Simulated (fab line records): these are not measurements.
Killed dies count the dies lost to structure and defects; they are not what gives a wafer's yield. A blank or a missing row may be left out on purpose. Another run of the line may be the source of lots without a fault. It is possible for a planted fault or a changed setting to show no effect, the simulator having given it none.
Matching of chambers / flow sky130 / SKY_VIA1_CMP_02 on cmp-02 has 4 sister chambers
The step polishes SiO2. 8 wafers are shown with their chamber, then 12 later ones without.

== WAFERS WITH THEIR CHAMBER ==
wafer=L082.4; chamber=0; motor_current_A (A)=12.3
wafer=L085.3; chamber=1; motor_current_A (A)=12.0
wafer=L088.1; chamber=1; motor_current_A (A)=11.6
wafer=L088.4; chamber=2; motor_current_A (A)=13.6
wafer=L088.6; chamber=0; motor_current_A (A)=12.4
wafer=L089.2; chamber=3; motor_current_A (A)=12.9
wafer=L089.5; chamber=2; motor_current_A (A)=12.5
wafer=L089.6; chamber=3; motor_current_A (A)=12.8

== WAFERS MISSING THEIR CHAMBER ==
wafer=L090.1; motor_current_A (A)=11.6
wafer=L090.2; motor_current_A (A)=13.1
wafer=L090.6; motor_current_A (A)=13.5
wafer=L091.1; motor_current_A (A)=12.4
wafer=L091.2; motor_current_A (A)=13.9
wafer=L091.5; motor_current_A (A)=11.5
wafer=L092.1; motor_current_A (A)=12.0
wafer=L092.2; motor_current_A (A)=12.3
wafer=L092.6; motor_current_A (A)=12.0
wafer=L097.2; motor_current_A (A)=14.1
wafer=L097.3; motor_current_A (A)=12.5
wafer=L097.4; motor_current_A (A)=12.2

== WHICH CHAMBER EACH ONE RAN IN ==
wafer=L090.1; from the rows above=can't be placed: 1 or 0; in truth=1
wafer=L090.2; from the rows above=can't be placed: 2 or 3 or 0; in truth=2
wafer=L090.6; from the rows above=can't be placed: 2 or 3 or 0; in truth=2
wafer=L091.1; from the rows above=can't be placed: 0 or 3 or 1 or 2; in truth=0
wafer=L091.2; from the rows above=can't be placed: 2 or 3 or 0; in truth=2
wafer=L091.5; from the rows above=can't be placed: 1 or 0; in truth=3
wafer=L092.1; from the rows above=can't be placed: 1 or 0 or 3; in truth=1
wafer=L092.2; from the rows above=can't be placed: 0 or 1 or 3 or 2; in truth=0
wafer=L092.6; from the rows above=can't be placed: 1 or 0 or 3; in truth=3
wafer=L097.2; from the rows above=can't be placed: 2 or 3 or 0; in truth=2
wafer=L097.3; from the rows above=can't be placed: 0 or 3 or 2 or 1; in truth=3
wafer=L097.4; from the rows above=can't be placed: 0 or 1 or 3 or 2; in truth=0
Placed correctly: 0 of 12. Unplaceable from these rows: 12, with the true chamber sitting among the candidates in 11. Placed wrongly: 0.
How it was worked out, from the rows above alone: a wafer's distance from a chamber is the root of the sum, over the readings, of the square of ((its reading less the chamber's mean) divided by the reading's scatter). If the next closest chamber is less than 2 further off than the closest, the wafer can't be placed; otherwise it belongs to the closest. For every chamber, the mean is computed from those of its wafers that are shown. The scatter: take each reading less its chamber's mean, square it, sum over the shown wafers, divide by the number of wafers less the number of chambers, and take the root.
